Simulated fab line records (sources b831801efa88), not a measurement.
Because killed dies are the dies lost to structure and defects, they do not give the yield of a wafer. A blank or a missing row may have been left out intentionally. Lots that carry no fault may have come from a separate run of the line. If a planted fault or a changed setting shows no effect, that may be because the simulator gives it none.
Struck lot and sound lot, side by side | flow sfqLine | 14 out of 325 route steps
Sound: these wafers, L841.1, L841.5, L841.6. Struck: wafers L852.3, L852.5, L852.6. The cause is given at the end.
Per side, at each step with rows, come the tool, then ch with its chambers, and then its first start. Under that, the readings that differ: sound wafers | struck wafers | difference of the means | sigmas: that difference in standard deviations of wafers without a fault.
alike: readings whose means differ by less than 2 such deviations, and words and numbers that are the same on both sides. not compared: withheld readings, readings that some wafer has no value for, bounds like >300 that may hide the same value, and numbers for which the record gives no deviation and whose values overlap.
The two part at a step that has a row with sigmas, a row that says differs or no value, or rows on one side only. When numbers do not overlap yet have no deviation, they are printed without sigmas and do not part them. Lack of a reading on every wafer of one side parts them only where that side has two or more wafers.

first, 6 steps without rows for these wafers: SFQ_TRILAYER_M1_LITHO_COAT_044 (resist thk 61.27 nm); SFQ_TRILAYER_M1_LITHO_COAT_039 (resist thk 600 nm); SFQ_TRILAYER_M1_LITHO_SOFTBAKE_043; SFQ_TRILAYER_M1_LITHO_EXPOSE_040 (exposes mask M1, target cd 500 nm); SFQ_TRILAYER_M1_LITHO_PEB_042 (peb time 60 s); SFQ_TRILAYER_M1_LITHO_DEVELOP_041 (time 60 s).
SFQ_M1_OVL_MEAS_911:
  struck on overlay-01, day 30 04:13; sound on overlay-02, day 25 09:29
  alike: M1_OVL
SFQ_TRILAYER_M1_BARC_OPEN_METAL_ETCH_054: etches BARC in O2, target depth 125 nm, time 41.7 s.
  sound on rieMetal-04 ch 0,1, day 25 09:31; struck on rieMetal-01 ch 0,1, day 30 04:16
  alike: chamberPressureMTorr, drypumpMotorCurrentA, oesProductAu
  not compared: rfHoursCounterH
SFQ_TRILAYER_M1_ETCH_METAL_ETCH_042: etches Nb in Cl2/Ar, stops on SiO2, target depth 240 nm, time 120 s.
  sound on rieMetal-04 ch 0,1, day 25 09:34; struck on rieMetal-01 ch 0,1, day 30 04:21
  alike: chamberPressureMTorr, drypumpMotorCurrentA, oesProductAu
  not compared: rfHoursCounterH
SFQ_TRILAYER_M1_STRIP_STRIP_043: strips in O2.
  sound on rieMetal-04 ch 0,1, day 25 09:42; struck on rieMetal-01 ch 0,1, day 30 04:38
  alike: chamberPressureMTorr, drypumpMotorCurrentA, oesProductAu
  not compared: rfHoursCounterH
then, 1 step without rows for these wafers: SFQ_TRILAYER_M1_STRIP_SOLV_CLEAN_044 (cleans in NMP, time 600 s).
SFQ_TRILAYER_I1_DEP_PECVD_045: deposits SiO2 from SiH4/N2O, time 111.11 s, target thk 500 nm.
  sound on pecvd-04 ch 0,1,2, day 25 10:28; struck on pecvd-01 ch 0,1, day 30 05:12
reading                                            | sound             | struck            | difference | sigmas
runLengthS (s)                                     | 139.3 139.1 140.2 | 164.5 166.8 165.3 | +26.0      | +35
model.SiO2_of_TRILAYER_I1_DEP_PECVD_045.thkNm (nm) | 498.5 509 510.1   | 616.1 630.1 630.6 | +119.7     | 
  alike: heaterPowerW, showerheadVppV, throttleValvePct
SFQ_TRILAYER_I1_CMP_CMP_046: polishes SiO2.
  sound on cmp-02 ch 0,1,2, day 25 11:33; struck on cmp-02 ch 1,2,3, day 30 06:47
reading             | sound       | struck      | difference | sigmas
timeToEndpointS (s) | 214 228 217 | 282 305 297 | +75        | +11
  alike: motorCurrentA
SFQ_I1_BOW_MEAS_912:
  struck on filmMetro-03, day 30 08:19; sound on filmMetro-01, day 25 13:33
  alike: I1_BOW

== WHERE THEY PART ==
At SFQ_TRILAYER_I1_DEP_PECVD_045 first; at SFQ_TRILAYER_I1_CMP_CMP_046 last (within this record only). Later steps at which nothing parts them and some readings are alike: SFQ_I1_BOW_MEAS_912.

WHY: what the simulator had put in
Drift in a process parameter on pecvd-01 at SFQ_TRILAYER_I1_DEP_PECVD_045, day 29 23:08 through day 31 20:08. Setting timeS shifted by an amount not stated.
